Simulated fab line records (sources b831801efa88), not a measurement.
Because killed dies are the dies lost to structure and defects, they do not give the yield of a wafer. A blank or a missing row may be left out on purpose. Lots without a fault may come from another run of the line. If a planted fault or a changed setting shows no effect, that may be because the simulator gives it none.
fab line records	flow sky130
record lots=6	wafers=18	last-day=49
route steps=708 shown VIA2@522 METAL3@532 CAPM@537
lots untouched by any fault: they come from a run of this same line in which no faults occurred
start-h: start of the lot's first displayed wafer, in hours after the record's first day	wait-h: hours elapsed since this lot's preceding step	" identical to the entry in the row above	L1.1+2: several wafers, shown together as one row	- value missing, or start not given	* or withheld: withheld	< > ~ a bound
route shown NAME@n: NAME is a module with steps in the file, n the number in the route of the first one	usual: mean and standard deviation over wafers with no fault	same: alike in all rows	chamber/n: place in a boat	sites: readings site by site	_std_site: how widely they spread, as a standard deviation	_edge_site: the outer-site mean with the inner-site mean subtracted	radius-mm: for every site, how far away it sits from the centre of the wafer	mask NAME#n: copy n	behind: the last tool/chamber to shape the wafer	hold: cause of the lot's hold/its duration in hours/its outcome	device: transistor that didn't switch, given as n, p or np	end of line: the same wafers' tests at the end of the route	for a step that has no rows: nothing shown but its recipe	killed: dies that structure and defects cost at the first sort, which is not the same as the wafer's yield	map: the dies of a wafer, with x for killed, . for not killed, _ for no die there
set.NAME: setting as actually run; set.NAME@STEP: the setting as run at that earlier step	model.NAME: the simulator's own value behind a step, which no gauge read
certain route steps with their lots: each step a table, each wafer a row
services: a tool's chamber out of use, with start hour (start-h, from the record's first day; less than 0 if before it), hours out, and reason
## steps
# step SKY_VIA2_ETCH_15
# recipe target=SiO2	chemistry=C4F8/O2/Ar	target-depth-nm=546	stop-on=TiN	mask-material=KrF-thick	source-w=1500	bias-w=1200	pressure-mtorr=40	c4f8-flow-sccm=withheld	O2_flow_sccm=6	Ar_flow_sccm=300	time-s=84
# step SKY_VIA2_STRIP_16
# recipe chemistry=O2/N2	power-w=1400	pressure-mtorr=1500	platen-temp-c=withheld	o2-flow-sccm=3000	n2-flow-sccm=300	overash-fraction=0.5
# usual drypump-motor-current-A=5.6/0.46	oes-product-au=0.399/0.0042	strip-time-to-endpoint-s=4.044/0.02
# same overash-fraction=0.5
lot.wafer	tool	chamber	start-h	wait-h	drypump-motor-current-A	oes-product-au	rf-hours-counter-h	strip-time-to-endpoint-s
L460.2	plasma-asher-01	0	845.19	0.0	4.8	0.397	10	4.033
L460.5	"	1	"	"	6.2	0.400	-	4.046
L460.6	"	0	"	"	4.8	0.398	-	4.042
L471.1	plasma-asher-01	0	932.80	0.0	4.8	0.392	19	4.045
L471.5	"	0	"	"	4.8	0.400	-	4.060
L471.6	"	1	"	"	6.2	0.394	-	4.069
L472.1	plasma-asher-03	0	934.61	0.0	5.7	0.397	84	4.002
L472.3	"	0	"	"	5.7	0.401	-	3.992
L472.6	"	1	"	"	5.5	0.398	-	4.038
L475.3	plasma-asher-01	0	963.09	0.1	4.8	0.402	-	3.999
L475.5	"	1	"	"	6.2	0.399	-	4.041
L475.6	"	0	"	"	4.8	0.408	-	4.017
L476.1	plasma-asher-03	1	969.70	0.0	5.5	0.403	86	4.066
L476.4	"	0	"	"	5.8	0.397	-	4.064
L476.5	"	0	"	"	5.7	0.395	-	4.082
L479.3	plasma-asher-03	0	983.68	0.1	5.7	0.396	-	4.038
L479.4	"	1	"	"	5.4	0.408	-	4.058
L479.6	"	1	"	"	5.5	0.404	-	4.042
# step SKY_VIA2_STRIP_17
# recipe chemistry=post-etch-residue-remover	time-s=1200	temp-c=72.5
# step SKY_VIA2_CLEAN_18
# recipe chemistry=IPA	time-s=180	temp-c=25
# step SKY_VIA2_CLEAN_19
# recipe chemistry=O3/DIW	dry=n2-spin
# step SKY_VIA2_SPUTTER_20
# recipe material=TiN	target-thk-nm=20	chamber-pressure-pa=5	power-w=4000	time-s=80
# step SKY_VIA2_CVD_21
# recipe material=W	target-thk-nm=420	time-s=126.4	temp-c=400	pressure-torr=40
# step SKY_VIA2_RS_MEAS_22
# recipe thk-meas-gauge=four-point-probe	reads=W_of_VIA2_CVD_21+TiN_of_VIA2_SPUTTER_20
# usual VIA2_W_RS=0.273/0.0039
lot.wafer	tool	chamber	start-h	wait-h	VIA2_W_RS[ohm/sq]
L460.2	film-metro-02	-	846.03	0.1	0.274
L460.5	"	-	"	"	0.268
L460.6	"	-	"	"	0.277
L471.1	film-metro-02	-	933.60	0.1	0.274
L471.5	"	-	"	"	0.275
L471.6	"	-	"	"	0.274
L472.1	film-metro-04	-	935.39	0.1	0.275
L472.3	"	-	"	"	0.273
L472.6	"	-	"	"	0.279
L475.3	film-metro-04	-	963.92	0.1	0.272
L475.5	"	-	"	"	0.272
L475.6	"	-	"	"	0.267
L476.1	film-metro-04	-	970.52	0.1	0.270
L476.4	"	-	"	"	0.274
L476.5	"	-	"	"	0.273
L479.3	film-metro-04	-	984.63	0.2	0.276
L479.4	"	-	"	"	0.272
L479.6	"	-	"	"	0.275
# step SKY_VIA2_THK_MEAS_23
# recipe thk-meas-gauge=xrf	reads=W_of_VIA2_CVD_21
# usual VIA2_W_THK=403/7.1
lot.wafer	tool	chamber	start-h	wait-h	VIA2_W_THK[nm]
L460.2	film-metro-02	-	846.14	0.1	402
L460.5	"	-	"	"	409
L460.6	"	-	"	"	399
L471.1	film-metro-02	-	933.72	0.1	410
L471.5	"	-	"	"	406
L471.6	"	-	"	"	407
L472.1	film-metro-04	-	935.51	0.1	403
L472.3	"	-	"	"	408
L472.6	"	-	"	"	401
L475.3	film-metro-04	-	964.02	0.1	404
L475.5	"	-	"	"	405
L475.6	"	-	"	"	409
L476.1	film-metro-04	-	970.64	0.1	406
L476.4	"	-	"	"	399
L476.5	"	-	"	"	402
L479.3	film-metro-04	-	984.73	0.1	400
L479.4	"	-	"	"	406
L479.6	"	-	"	"	401
# step SKY_VIA2_CMP_24
# recipe stop-on=SiO2	t-overpolish-s=20	down-force-psi=3.5	platen-rpm=60	target-thk-nm=0	pad-velocity-m-s=0.94248
# step SKY_METAL3_SPUTTER_00
# recipe material=Ti	target-thk-nm=15	power-w=3000	time-s=10	chamber-pressure-pa=0.4
# step SKY_METAL3_SPUTTER_01
# recipe material=TiN	target-thk-nm=20	power-w=6500	time-s=16.7	chamber-pressure-pa=0.4
# usual throttle-valve-pct=30.6/1.3
lot.wafer	tool	chamber	start-h	wait-h	throttle-valve-pct
L460.2	pvd-sputter-02	-	846.51	0.0	29.8
L460.5	"	-	"	"	31.3
L460.6	"	-	"	"	28.6
L471.1	pvd-sputter-02	-	934.53	0.0	28.5
L471.5	"	-	"	"	28.5
L471.6	"	-	"	"	30.4
L472.1	pvd-sputter-02	-	935.94	0.0	31.2
L472.3	"	-	"	"	29.9
L472.6	"	-	"	"	31.3
L475.3	pvd-sputter-01	-	964.39	0.0	30.0
L475.5	"	-	"	"	30.2
L475.6	"	-	"	"	32.6
L476.1	pvd-sputter-01	-	971.02	0.0	29.7
L476.4	"	-	"	"	28.6
L476.5	"	-	"	"	32.6
L479.3	pvd-sputter-03	-	985.09	0.0	29.6
L479.4	"	-	"	"	29.6
L479.6	"	-	"	"	31.3
# step SKY_METAL3_SPUTTER_02
# recipe material=AlCu	target-thk-nm=735	power-w=10600	time-s=39.1	chamber-pressure-pa=0.4
# usual throttle-valve-pct=30.6/1.3
lot.wafer	tool	chamber	start-h	wait-h	throttle-valve-pct	model.AlCu_of_METAL3_SPUTTER_02.thk-nm
L460.2	pvd-sputter-02	-	846.53	0.0	29.7	746.1
L460.5	"	-	"	"	31.4	737.2
L460.6	"	-	"	"	28.5	734.6
L471.1	pvd-sputter-02	-	934.55	0.0	28.3	1010
L471.5	"	-	"	"	28.8	728.8
L471.6	"	-	"	"	29.9	731.2
L472.1	pvd-sputter-02	-	935.96	0.0	31.4	1021
L472.3	"	-	"	"	30.1	746.2
L472.6	"	-	"	"	31.4	732.1
L475.3	pvd-sputter-01	-	964.41	0.0	30.4	750.3
L475.5	"	-	"	"	30.2	746.6
L475.6	"	-	"	"	32.5	744.9
L476.1	pvd-sputter-01	-	971.05	0.0	30.0	751.1
L476.4	"	-	"	"	28.7	739.2
L476.5	"	-	"	"	32.6	740.7
L479.3	pvd-sputter-03	-	985.12	0.0	29.6	733.3
L479.4	"	-	"	"	29.4	732.5
L479.6	"	-	"	"	31.3	737.4
# step SKY_METAL3_SPUTTER_03
# recipe material=Ti	target-thk-nm=5	power-w=3000	time-s=3.3	chamber-pressure-pa=0.4
# usual throttle-valve-pct=30.6/1.3
lot.wafer	tool	chamber	start-h	wait-h	throttle-valve-pct
L460.2	pvd-sputter-02	-	846.57	0.0	29.8
L460.5	"	-	"	"	31.2
L460.6	"	-	"	"	28.8
L471.1	pvd-sputter-02	-	934.59	0.0	28.3
L471.5	"	-	"	"	28.4
L471.6	"	-	"	"	30.3
L472.1	pvd-sputter-02	-	936.00	0.0	31.4
L472.3	"	-	"	"	29.8
L472.6	"	-	"	"	31.4
L475.3	pvd-sputter-01	-	964.45	0.0	30.2
L475.5	"	-	"	"	30.5
L475.6	"	-	"	"	32.5
L476.1	pvd-sputter-01	-	971.09	0.0	30.1
L476.4	"	-	"	"	28.6
L476.5	"	-	"	"	32.6
L479.3	pvd-sputter-03	-	985.16	0.0	29.6
L479.4	"	-	"	"	29.6
L479.6	"	-	"	"	31.1
# step SKY_METAL3_SPUTTER_04
# recipe material=TiN	target-thk-nm=70	power-w=6500	time-s=59.98	chamber-pressure-pa=0.4
# step SKY_CAPM_CVD_00
# recipe material=SiO2	target-thk-nm=15.5	temp-c=400	time-s=withheld	rf-w=450
# usual heater-power-w=745/87
lot.wafer	tool	chamber	start-h	wait-h	heater-power-w
L460.2	pecvd-03	1	846.64	0.0	669
L460.5	"	1	"	"	688
L460.6	"	2	"	"	801
L471.1	pecvd-03	2	934.66	0.0	704
L471.5	"	1	"	"	776
L471.6	"	0	"	"	898
L472.1	pecvd-03	1	936.07	0.0	723
L472.3	"	0	"	"	890
L472.6	"	1	"	"	718
L475.3	pecvd-03	2	964.52	0.0	699
L475.5	"	0	"	"	912
L475.6	"	1	"	"	752
L476.1	pecvd-01	2	971.15	0.0	762
L476.4	"	0	"	"	739
L476.5	"	2	"	"	729
L479.3	pecvd-01	2	985.23	0.0	810
L479.4	"	0	"	"	756
L479.6	"	1	"	"	578
# step SKY_CAPM_THK_MEAS_01
# recipe reads=SiO2_of_CAPM_CVD_00
# usual CAPM_CVD_00_THK=15.48/0.22
lot.wafer	tool	chamber	start-h	wait-h	CAPM_CVD_00_THK[nm]
L460.2	film-metro-02	-	846.68	-	15.11
L460.5	"	-	"	"	15.07
L460.6	"	-	"	"	15.34
L471.1	film-metro-01	-	934.68	-	15.19
L471.5	"	-	"	"	15.61
L471.6	"	-	"	"	15.74
L472.1	film-metro-02	-	936.09	-	15.32
L472.3	"	-	"	"	15.24
L472.6	"	-	"	"	15.53
L475.3	film-metro-01	-	964.56	-	15.08
L475.5	"	-	"	"	15.34
L475.6	"	-	"	"	15.48
L476.1	film-metro-03	-	971.18	-	15.60
L476.4	"	-	"	"	15.55
L476.5	"	-	"	"	15.77
L479.3	film-metro-03	-	985.27	-	15.73
L479.4	"	-	"	"	15.69
L479.6	"	-	"	"	15.70
# step SKY_CAPM_SPUTTER_02
# recipe material=TiN	target-thk-nm=200	temp-c=300	power-w=6500	time-s=166.7	chamber-pressure-pa=0.4
# usual throttle-valve-pct=30.0/0.93
lot.wafer	tool	chamber	start-h	wait-h	throttle-valve-pct
L460.2	pvd-sputter-04	-	846.73	0.0	28.6
L460.5	"	-	"	"	29.4
L460.6	"	-	"	"	29.4
L471.1	pvd-sputter-03	-	934.74	0.1	29.7
L471.5	"	-	"	"	29.5
L471.6	"	-	"	"	31.5
L472.1	pvd-sputter-03	-	936.15	0.1	29.5
L472.3	"	-	"	"	29.5
L472.6	"	-	"	"	29.7
L475.3	pvd-sputter-02	-	964.60	0.0	31.3
L475.5	"	-	"	"	31.1
L475.6	"	-	"	"	31.1
L476.1	pvd-sputter-04	-	971.24	0.1	29.2
L476.4	"	-	"	"	29.6
L476.5	"	-	"	"	29.5
L479.3	pvd-sputter-02	-	985.31	0.0	28.4
L479.4	"	-	"	"	31.5
L479.6	"	-	"	"	30.9
# step SKY_CAPM_RS_MEAS_03
# recipe thk-meas-gauge=four-point-probe	reads=TiN_of_CAPM_SPUTTER_02
# usual CAPM_TIN_RS=6.85/0.074
lot.wafer	tool	chamber	start-h	wait-h	CAPM_TIN_RS[ohm/sq]
L460.2	film-metro-03	-	846.86	0.1	6.83
L460.5	"	-	"	"	6.89
L460.6	"	-	"	"	6.84
L471.1	film-metro-03	-	934.85	0.1	6.81
L471.5	"	-	"	"	6.85
L471.6	"	-	"	"	6.77
L472.1	film-metro-01	-	936.26	0.1	6.87
L472.3	"	-	"	"	6.92
L472.6	"	-	"	"	6.91
L475.3	film-metro-03	-	964.75	0.1	6.84
L475.5	"	-	"	"	6.96
L475.6	"	-	"	"	6.74
L476.1	film-metro-02	-	971.35	0.1	6.98
L476.4	"	-	"	"	6.89
L476.5	"	-	"	"	6.94
L479.3	film-metro-02	-	985.46	0.1	7.07
L479.4	"	-	"	"	6.93
L479.6	"	-	"	"	6.92
# step SKY_CAPM_THK_MEAS_04
# recipe thk-meas-gauge=xrf	reads=TiN_of_CAPM_SPUTTER_02
# usual CAPM_TIN_THK=201.3/2.5
lot.wafer	tool	chamber	start-h	wait-h	CAPM_TIN_THK[nm]
L460.2	film-metro-03	-	846.97	0.1	203.4
L460.5	"	-	"	"	200.5
L460.6	"	-	"	"	202.2
L471.1	film-metro-03	-	934.97	0.1	203.1
L471.5	"	-	"	"	203.4
L471.6	"	-	"	"	204.8
L472.1	film-metro-01	-	936.38	0.1	201.3
L472.3	"	-	"	"	199.6
L472.6	"	-	"	"	200.1
L475.3	film-metro-03	-	964.85	0.1	200.6
L475.5	"	-	"	"	197.2
L475.6	"	-	"	"	204.9
L476.1	film-metro-02	-	971.47	0.1	196.8
L476.4	"	-	"	"	199.4
L476.5	"	-	"	"	198.4
L479.3	film-metro-02	-	985.56	0.1	195.3
L479.4	"	-	"	"	198.3
L479.6	"	-	"	"	198.6
# step SKY_CAPM_DEHYDRATE_05
# recipe temp-c=200	time-s=60
# step SKY_CAPM_HMDS_06
# recipe prime-time-s=60	prime-temp-c=120
# step SKY_CAPM_COAT_07
# recipe resist=NOVOLAK	spin-rpm=3000	resist-thk-nm=1140
# step SKY_CAPM_SOFTBAKE_08
# recipe temp-c=90	time-s=60	resist=NOVOLAK
# step SKY_CAPM_EXPOSE_09
# recipe mask-id=CAPM	na=0.6	source-shape=conventional	sigma-outer=0.6	polarization=unpolarized	target-cd-nm=1000	dose-mj=159
# step SKY_CAPM_PEB_10
# recipe temp-c=withheld	time-s=*	resist=NOVOLAK
# step SKY_CAPM_DEVELOP_11
# recipe resist=NOVOLAK	developer=TMAH	develop-time-s=60	dev-temp-c=23
# step SKY_CAPM_OVL_MEAS_12
# usual CAPM_OVL=-1.0/1.2
lot.wafer	tool	chamber	start-h	wait-h	CAPM_OVL[nm]
L460.2	overlay-02	-	873.22	0.1	-0.8
L460.5	"	-	"	"	-0.2
L460.6	"	-	"	"	-1.8
L471.1	overlay-02	-	959.29	0.1	-2.6
L471.5	"	-	"	"	-1.2
L471.6	"	-	"	"	-1.2
L472.1	overlay-02	-	960.38	0.1	-0.2
L472.3	"	-	"	"	-1.3
L472.6	"	-	"	"	-1.6
L475.3	overlay-02	-	988.25	0.1	-2.2
L475.5	"	-	"	"	-1.0
L475.6	"	-	"	"	-0.9
L476.1	overlay-01	-	995.01	0.1	-0.8
L476.4	"	-	"	"	-2.0
L476.5	"	-	"	"	1.1
L479.3	overlay-01	-	1007.74	0.1	-0.2
L479.4	"	-	"	"	-0.6
L479.6	"	-	"	"	-1.6
# step SKY_CAPM_METAL_ETCH_13
# recipe target-depth-nm=220	stop-on=SiO2	chemistry=Cl2/BCl3	target=TiN	pressure-mtorr=10	icp-w=900	bias-w=48.5	Cl2_flow_sccm=60	bcl3-flow-sccm=30	time-s=62.9
# step SKY_CAPM_STRIP_14
# recipe chemistry=O2/N2	power-w=1400	pressure-mtorr=1500	platen-temp-c=withheld	o2-flow-sccm=3000	n2-flow-sccm=300	overash-fraction=0.5
# step SKY_CAPM_STRIP_15
# recipe chemistry=post-etch-residue-remover	time-s=1200	temp-c=72.5
# step SKY_CAPM_CLEAN_16
# recipe chemistry=IPA	time-s=180	temp-c=25
# step SKY_CAPM_CLEAN_17
# recipe chemistry=O3/DIW	dry=n2-spin
# step SKY_METAL3_DEHYDRATE_05
# recipe temp-c=200	time-s=60
# step SKY_METAL3_HMDS_06
# recipe prime-time-s=60	prime-temp-c=120
# step SKY_METAL3_COAT_07
# recipe resist=BARC	temp-c=withheld	time-s=withheld	spin-rpm=3000	resist-thk-nm=60
# step SKY_METAL3_COAT_08
# recipe resist=KrF-thick	spin-rpm=3000	resist-thk-nm=1140
# step SKY_METAL3_SOFTBAKE_09
# recipe temp-c=100	time-s=90	resist=KrF-thick
# step SKY_METAL3_EXPOSE_10
# recipe mask-id=MM3	na=0.68	source-shape=annular	sigma-inner=0.4	sigma-outer=0.8	target-cd-nm=300	dose-mj=28
# step SKY_METAL3_PEB_11
# recipe peb-temp-c=withheld	peb-time-s=withheld	resist=KrF-thick
# step SKY_METAL3_DEVELOP_12
# recipe develop-time-s=60	resist=KrF-thick	dev-temp-c=21
# step SKY_METAL3_CD_MEAS_13
# recipe target-cd-nm=300
# usual cd-nm=299.9/1.2
lot.wafer	tool	chamber	start-h	wait-h	cd-nm
L460.2	cd-sem-02	-	900.06	-	299.2
L460.5	"	-	"	"	298.4
L460.6	"	-	"	"	298.5
L471.1	cd-sem-02	-	983.84	-	301.8
L471.5	"	-	"	"	302.1
L471.6	"	-	"	"	301.7
L472.1	cd-sem-01	-	985.09	-	300.0
L472.3	"	-	"	"	300.2
L472.6	"	-	"	"	300.0
L475.3	cd-sem-01	-	1011.80	-	301.3
L475.5	"	-	"	"	300.2
L475.6	"	-	"	"	300.5
L476.1	cd-sem-02	-	1017.89	-	300.0
L476.4	"	-	"	"	301.0
L476.5	"	-	"	"	300.4
L479.3	cd-sem-02	-	1032.00	-	299.8
L479.4	"	-	"	"	301.1
L479.6	"	-	"	"	299.9
# step SKY_METAL3_METAL_ETCH_18
# recipe target-depth-a=8450	stop-on=SiO2	over-etch-frac=0.3	time-s=183.1	chemistry=Cl2/BCl3	resist-sidewall-deg=88	pressure-mtorr=10	icp-w=900	bias-w=48.5	Cl2_flow_sccm=60	bcl3-flow-sccm=30
# usual drypump-motor-current-A=6.0/0.48	oes-product-au=0.868/0.0056	throttle-valve-pct=22.266/0.0079
lot.wafer	tool	chamber	start-h	wait-h	drypump-motor-current-A	oes-product-au	rf-hours-counter-h	throttle-valve-pct
L460.2	rie-metal-01	1	900.34	0.0	6.0	0.864	2	22.262
L460.5	"	0	"	"	6.1	0.867	-	22.271
L460.6	"	1	"	"	6.0	0.869	-	22.273
L471.1	rie-metal-03	1	984.14	0.0	6.2	1.020	18	22.260
L471.5	"	1	"	"	6.3	0.865	-	22.269
L471.6	"	0	"	"	6.0	0.862	-	22.275
L472.1	rie-metal-02	1	985.39	0.0	6.6	0.983	11	22.268
L472.3	"	0	"	"	5.0	0.871	-	22.267
L472.6	"	1	"	"	6.6	0.867	-	22.268
L475.3	rie-metal-03	0	1012.13	0.1	6.0	0.875	-	22.263
L475.5	"	0	"	"	6.0	0.876	-	22.277
L475.6	"	1	"	"	6.2	0.867	-	22.249
L476.1	rie-metal-01	1	1018.19	0.0	6.0	0.880	8	22.256
L476.4	"	1	"	"	6.0	0.869	-	22.260
L476.5	"	1	"	"	6.0	0.870	-	22.254
L479.3	rie-metal-02	0	1032.33	0.1	4.9	0.866	-	22.267
L479.4	"	1	"	"	6.6	0.864	-	22.275
L479.6	"	0	"	"	5.0	0.863	-	22.259
## services
tool	chamber	start-h	hours	kind
plasma-asher-01	-	827.52	0.8	repair
pecvd-03	0	838.72	26.9	repair
pvd-sputter-01	1	880.47	-	consumable-replace:kit
pvd-sputter-01	1	880.47	18.0	scheduled-down
pvd-sputter-01	1	880.47	18.0	vent-cycle
pecvd-03	0	881.15	2.1	scheduled-down
pecvd-01	2	882.44	5.8	repair
pvd-sputter-03	-	900.76	2.5	repair
pvd-sputter-02	0	912.47	-	consumable-replace:kit
pvd-sputter-02	0	912.47	18.0	scheduled-down
pvd-sputter-02	0	912.47	18.0	vent-cycle
pvd-sputter-02	-	914.11	4.6	repair
plasma-asher-03	-	917.47	2.8	pm
plasma-asher-03	-	925.61	3.3	repair
pecvd-03	-	940.19	1.3	repair
pvd-sputter-03	-	941.79	0.7	repair
plasma-asher-03	-	942.18	14.6	pm
plasma-asher-01	-	963.90	14.4	repair
pvd-sputter-04	-	966.98	1.2	repair
rie-metal-02	0	972.21	8.2	repair
pecvd-01	-	977.33	2.8	pm
pvd-sputter-01	0	1011.27	-	consumable-replace:kit
pvd-sputter-01	0	1011.27	18.0	scheduled-down
pvd-sputter-01	0	1011.27	18.0	vent-cycle
## key
first-sign step=SKY_METAL3_METAL_ETCH_18	reading=oes-product-au	direction=up	sigmas=24	usual=0.868	struck=1.002
effect none on later readings
model-effect step=SKY_METAL3_SPUTTER_02	value=AlCu_of_METAL3_SPUTTER_02.thk-nm	without=732.9	struck=1015
met-at SKY_METAL3_SPUTTER_02
struck-wafers L471.1,L472.1
later-rows-left-out L472.1
sort-left-out L471.1,L472.1
onset-between 846.53 934.55
fault kind=process-parameter-drift	tool=pvd-sputter-02	chamber=-	onset-h=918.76	steps=SKY_METAL3_SPUTTER_02	channel=target-thk-nm	offset=282.25	shape=step	end-h=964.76	scope=struck-wafers-only	acts-in=these-recipes-only	stated=735
# sort-left-out: the simulated sort isn't trusted on such a fault, so these wafers' sort isn't shown, and their yield isn't known
# later-rows-left-out: the simulator's readings of these wafers behind a module that went badly wrong aren't trusted and aren't shown, but for the sort
